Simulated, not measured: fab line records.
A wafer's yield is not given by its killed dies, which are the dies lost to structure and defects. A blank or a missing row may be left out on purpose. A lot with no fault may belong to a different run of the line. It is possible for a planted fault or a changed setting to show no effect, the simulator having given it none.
Check of tool commonality :: flow gf180mcu :: 36 wafers sampled across 10 lots

WHY THIS WAS OPENED
At GF_PSD_RS_MEAS_14 the reading NSD_RS is flagged on 2 of 10 lots. Fault-free wafers read 46.12 ohm/sq, with a standard deviation of 0.08.
Rule: a lot is flagged when every wafer of it that has a number lies more than 4 standard deviations from that mean, or none has a number. The rest of the lots are taken to be sound.

lot: L360
measured: day 14 11:58
on: film-metro-01
NSD_RS (ohm/sq), wafer by wafer: 46.14 46.03 46.06
flag: 

lot: L362
measured: day 15 07:47
on: film-metro-01
NSD_RS (ohm/sq), wafer by wafer: 46.02 46.15 46.07
flag: 

lot: L364
measured: day 16 07:49
on: film-metro-03
NSD_RS (ohm/sq), wafer by wafer: 46.11 46.14 46.06
flag: 

lot: L366
measured: day 17 06:10
on: film-metro-01
NSD_RS (ohm/sq), wafer by wafer: 46.01 46.04 45.98
flag: 

lot: L368
measured: day 17 12:52
on: film-metro-02
NSD_RS (ohm/sq), wafer by wafer: 46.22 46.25 46.17
flag: 

lot: L376
measured: day 20 08:56
on: film-metro-03
NSD_RS (ohm/sq), wafer by wafer: 48.90 48.87 48.92 48.93 48.89 48.91
flag: FLAGGED

lot: L375
measured: day 20 11:01
on: film-metro-02
NSD_RS (ohm/sq), wafer by wafer: 48.96 48.95 48.92 48.93 49.00 49.15
flag: FLAGGED

lot: L379
measured: day 21 15:28
on: film-metro-03
NSD_RS (ohm/sq), wafer by wafer: 46.10 46.14 46.19
flag: 

lot: L380
measured: day 21 16:23
on: film-metro-03
NSD_RS (ohm/sq), wafer by wafer: 46.17 46.21 46.12
flag: 

lot: L382
measured: day 22 17:25
on: film-metro-01
NSD_RS (ohm/sq), wafer by wafer: 46.21 46.06 46.10
flag: 
Average over the flagged lots: 48.94 ohm/sq; offset from the usual +2.82 ohm/sq, equal to +35 standard deviations.

WHICH TOOL EACH LOT WENT THROUGH
Before the reading, the record contains 3 process steps out of a 602-step route. Each cell gives the tool, then ch followed by the chambers the sampled wafers passed through, then the start.
lot: L360
flag: 
GF_HV_LDD_STRIP_49: plasma-asher-02 ch 0,1, day 12 15:53
GF_NSD_IMPLANT_10: implanter-03 ch 0, day 13 15:29
GF_NSD_STRIP_11: plasma-asher-01 ch 0,1, day 13 15:38

lot: L362
flag: 
GF_HV_LDD_STRIP_49: plasma-asher-04 ch 0,1, day 13 09:37
GF_NSD_IMPLANT_10: implanter-03 ch 0, day 14 09:26
GF_NSD_STRIP_11: plasma-asher-04 ch 0,1, day 14 09:34

lot: L364
flag: 
GF_HV_LDD_STRIP_49: plasma-asher-02 ch 0,1, day 14 08:11
GF_NSD_IMPLANT_10: implanter-02 ch 0, day 15 08:55
GF_NSD_STRIP_11: plasma-asher-04 ch 0,1, day 15 09:04

lot: L366
flag: 
GF_HV_LDD_STRIP_49: plasma-asher-03 ch 0,1, day 15 05:40
GF_NSD_IMPLANT_10: implanter-01 ch 0, day 16 06:46
GF_NSD_STRIP_11: plasma-asher-03 ch 0,1, day 16 06:55

lot: L368
flag: 
GF_HV_LDD_STRIP_49: plasma-asher-04 ch 0,1, day 15 12:09
GF_NSD_IMPLANT_10: implanter-01 ch 0, day 16 12:59
GF_NSD_STRIP_11: plasma-asher-01 ch 0,1, day 16 13:08

lot: L376
flag: FLAGGED
GF_HV_LDD_STRIP_49: plasma-asher-02 ch 0,1, day 18 03:23
GF_NSD_IMPLANT_10: implanter-03 ch 0, day 19 07:14
GF_NSD_STRIP_11: plasma-asher-03 ch 1, day 19 07:23

lot: L375
flag: FLAGGED
GF_HV_LDD_STRIP_49: plasma-asher-04 ch 0,1, day 18 04:45
GF_NSD_IMPLANT_10: implanter-03 ch 0, day 19 08:57
GF_NSD_STRIP_11: plasma-asher-04 ch 0,1, day 19 09:06

lot: L379
flag: 
GF_HV_LDD_STRIP_49: plasma-asher-04 ch 0,1, day 19 07:45
GF_NSD_IMPLANT_10: implanter-01 ch 0, day 20 13:55
GF_NSD_STRIP_11: plasma-asher-01 ch 0,1, day 20 14:03

lot: L380
flag: 
GF_HV_LDD_STRIP_49: plasma-asher-04 ch 0,1, day 19 10:23
GF_NSD_IMPLANT_10: implanter-02 ch 0, day 20 14:44
GF_NSD_STRIP_11: plasma-asher-01 ch 1, day 20 14:51

lot: L382
flag: 
GF_HV_LDD_STRIP_49: plasma-asher-04 ch 0,1, day 20 12:56
GF_NSD_IMPLANT_10: implanter-01 ch 0, day 21 16:55
GF_NSD_STRIP_11: plasma-asher-03 ch 0,1, day 21 17:04
What these steps do:
- GF_HV_LDD_STRIP_49: strips in O2/N2.
- GF_NSD_IMPLANT_10
- GF_NSD_STRIP_11: strips in O2/N2.
- GF_PSD_RS_MEAS_14: measures by four-point-probe.

FLAGGED AGAINST TOTAL, ONE TOOL AT A TIME (gauges that did the reading follow at the end)
step: GF_HV_LDD_STRIP_49
tool: plasma-asher-02
lots run: 3
flagged: 1
share of the flagged lots: some
sound lots run after its first flagged lot: 0

step: GF_HV_LDD_STRIP_49
tool: plasma-asher-03
lots run: 1
flagged: 0
share of the flagged lots: none
sound lots run after its first flagged lot: -

step: GF_HV_LDD_STRIP_49
tool: plasma-asher-04
lots run: 6
flagged: 1
share of the flagged lots: some
sound lots run after its first flagged lot: 3 (L379,L380,L382)

step: GF_NSD_IMPLANT_10
tool: implanter-01
lots run: 4
flagged: 0
share of the flagged lots: none
sound lots run after its first flagged lot: -

step: GF_NSD_IMPLANT_10
tool: implanter-02
lots run: 2
flagged: 0
share of the flagged lots: none
sound lots run after its first flagged lot: -

step: GF_NSD_IMPLANT_10
tool: implanter-03
lots run: 4
flagged: 2
share of the flagged lots: all
sound lots run after its first flagged lot: 0

step: GF_NSD_STRIP_11
tool: plasma-asher-01
lots run: 4
flagged: 0
share of the flagged lots: none
sound lots run after its first flagged lot: -

step: GF_NSD_STRIP_11
tool: plasma-asher-03
lots run: 3
flagged: 1
share of the flagged lots: some
sound lots run after its first flagged lot: 1 (L382)

step: GF_NSD_STRIP_11
tool: plasma-asher-04
lots run: 3
flagged: 1
share of the flagged lots: some
sound lots run after its first flagged lot: 0

step: GF_PSD_RS_MEAS_14
tool: film-metro-01
lots run: 4
flagged: 0
share of the flagged lots: none
sound lots run after its first flagged lot: -

step: GF_PSD_RS_MEAS_14
tool: film-metro-02
lots run: 2
flagged: 1
share of the flagged lots: some
sound lots run after its first flagged lot: 0

step: GF_PSD_RS_MEAS_14
tool: film-metro-03
lots run: 4
flagged: 1
share of the flagged lots: some
sound lots run after its first flagged lot: 2 (L379,L380)

THE TABLE: WHAT IT ALLOWS
1 row of the table ran every flagged lot: implanter-03 at GF_NSD_IMPLANT_10.
- implanter-03 at GF_NSD_IMPLANT_10 ran 4 lots, 2 of them flagged. It ran its last sound lot, L362, at day 14 09:26 and its first flagged lot, L376, at day 19 07:14: a fault with its onset between the two fits. Its own readings lie more than 4 standard deviations out on every wafer of the flagged lots: dose-ions-cm2, faraday-current-uA.
What remains is a single tool, implanter-03 at GF_NSD_IMPLANT_10.

WHAT WAS PUT IN BY THE SIMULATOR
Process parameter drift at GF_NSD_IMPLANT_10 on implanter-03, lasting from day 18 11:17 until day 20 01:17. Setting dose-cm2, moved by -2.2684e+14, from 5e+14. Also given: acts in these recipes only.
Lots struck among those shown: L376, L375. The rule above reached the same finding.
